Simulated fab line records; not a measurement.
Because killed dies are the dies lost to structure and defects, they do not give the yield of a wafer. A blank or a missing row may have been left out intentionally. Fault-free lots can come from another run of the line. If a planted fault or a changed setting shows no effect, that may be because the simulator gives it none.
Struck lot and sound lot, side by side | flow gf180mcu | 24 steps out of a route of 602
Sound: these wafers, L648.1, L648.2, L648.5. Struck: wafer L654.5 (L654.3, L654.4, from the same lot, were not struck and are left out); the cause is given at the end.
Order at every step that has rows: each side's tool, ch and its chambers, its first start. Under that, the readings that differ: sound wafers | struck wafers | difference of the means | sigmas: that difference in standard deviations of wafers without a fault.
alike: words and numbers the same on both sides, and readings whose means are apart by under 2 such deviations; not compared: readings that were withheld, readings missing a value for some wafer, numbers with overlapping values and no deviation given by the record, and bounds like >300 which may hide the same value.
The two part at a step that has a row with sigmas, a row that says differs or no value, or rows on one side only. Numbers that have no deviation but don't overlap get no sigmas and don't part them. A reading that every wafer of one side lacks parts them only if that side has two wafers or more.

GF_M1_STRIP_17: strips in O2/N2.
  sound on plasma-asher-01 ch 0,1, day 20 07:52; struck on plasma-asher-01 ch 1, day 22 12:17
  alike: chamber-pressure-mTorr, drypump-motor-current-A, heater-power-w, oes-product-au, strip-time-to-endpoint-s
  not compared: rf-hours-counter-h
then, 3 steps without rows for these wafers: GF_M1_STRIP_18 (strips in post etch residue remover, time 1200 s); GF_M1_CLEAN_19 (cleans in DIW); GF_V1_CVD_00 (deposits SiO2, target thk 600 nm, time 100 s).
GF_V1_THK_MEAS_01:
  sound on film-metro-02, day 20 08:28; struck on film-metro-03, day 22 12:53
  alike: V1_CVD_00_THK
GF_V1_CVD_02: deposits SiO2 from TEOS, target thk 850 nm, time 94.851 s.
  sound on pecvd-01 ch 0,1, day 20 08:31; struck on pecvd-02 ch 2, day 22 12:55
  alike: heater-power-w
GF_V1_THK_MEAS_03:
  sound on film-metro-03, day 20 08:35; struck on film-metro-04, day 22 13:01
  alike: V1_CVD_02_THK
GF_V1_CMP_04: polishes SiO2.
  sound on cmp-02 ch 2,3, day 20 08:42; struck on cmp-01 ch 3, day 22 13:06
  reading                      | sound             | struck | difference | sigmas
  retaining-ring-pressure-frac | 1.003 1.000 1.005 | 0.991  | -0.012     | -2
  alike: motor-current-A, platen-rpm, time-to-endpoint-s
GF_V1_BOW_MEAS_05:
  sound on film-metro-03, day 20 08:57; struck on film-metro-02, day 22 13:23
  reading     | sound    | struck | difference | sigmas
  V1_BOW (um) | 72 69 81 | 95     | +21        | +3
then, 3 steps without rows for these wafers: GF_V1_DEHYDRATE_06 (time 60 s); GF_V1_HMDS_07 (prime time 60 s); GF_V1_COAT_08.
GF_V1_COAT_09: resist thk 1000 nm.
  sound on litho-track-01 ch 0, day 20 20:00; struck on litho-track-02 ch 0, day 23 01:00
  reading                             | sound           | struck | difference | sigmas
  dispense-pressure-kPa (kPa)         | 47.7 47.7 47.7  | 51.0   | +3.3       | +2
  model.KrF_of_V1_COAT_09.thk-nm (nm) | 999.1 1001 1001 | 944.3  | -56.1      |
  alike: chill-plate-temp-C
then, 3 steps without rows for these wafers: GF_V1_SOFTBAKE_10 (time 60 s); GF_V1_EXPOSE_11 (exposes mask Via1, target cd 260 nm); GF_V1_PEB_12 (peb time 90 s).
GF_V1_DEVELOP_13: develop time 60 s.
  sound on litho-track-01 ch 0, day 21 08:30; struck on litho-track-02 ch 0, day 23 12:07
  reading                             | sound             | struck | difference | sigmas
  chill-plate-temp-C (C)              | 22.94 22.96 22.76 | 23.17  | +0.28      | +3
  model.KrF_of_V1_COAT_09.thk-nm (nm) | 984.1 986.3 986.3 | 929.4  | -56.2      |
GF_V1_CD_MEAS_14 targets a cd of 260 nm.
  sound on cd-sem-01, day 21 08:39; struck on cd-sem-01, day 23 12:15
  alike: cd-nm
GF_V1_OVL_MEAS_15:
  sound on overlay-01, day 21 08:46; struck on overlay-01, day 23 12:20
  alike: V1_OVL
GF_V1_ETCH_16: etches BARC in N2/H2.
  sound on rie-diel-01 ch 0,1,2, day 21 08:49; struck on rie-diel-04 ch 1, day 23 12:22
  alike: chamber-pressure-mTorr, drypump-motor-current-A, oes-product-au, throttle-valve-pct
GF_V1_ETCH_17: etches SiO2 in C4F8/O2/Ar, stops on TiN, target depth 630 nm.
  sound: rie-diel-01 ch 0,1,2; struck: rie-diel-04 ch 1
  alike: chamber-pressure-mTorr, oes-product-au
GF_V1_STRIP_18: strips in O2/N2.
  sound on plasma-asher-02 ch 0,1, day 21 08:56; struck on plasma-asher-03 ch 1, day 23 12:31
  reading               | sound             | struck | difference | sigmas
  oes-product-au (a.u.) | 0.590 0.603 0.583 | 0.563  | -0.029     | -6
  alike: chamber-pressure-mTorr, drypump-motor-current-A, heater-power-w
  not compared: rf-hours-counter-h
then, 1 step without rows for these wafers: GF_V1_STRIP_19 (strips in post etch residue remover, time 1200 s).
-- the record jumps here: 9 days lie between the struck wafers' starts before and after (it left off in module V1 and takes up again in module PASSIVATION, whose first step shown is number 602 of the route) --
GF_PASSIVATION_PROBE_99:
  the record has rows for the struck wafers here (prober-01, day 32 23:10) and none for the sound ones

WHERE THEY PART
At GF_V1_CMP_04 first; at GF_PASSIVATION_PROBE_99 last (within this record only).

WHY: whatever the simulator had introduced
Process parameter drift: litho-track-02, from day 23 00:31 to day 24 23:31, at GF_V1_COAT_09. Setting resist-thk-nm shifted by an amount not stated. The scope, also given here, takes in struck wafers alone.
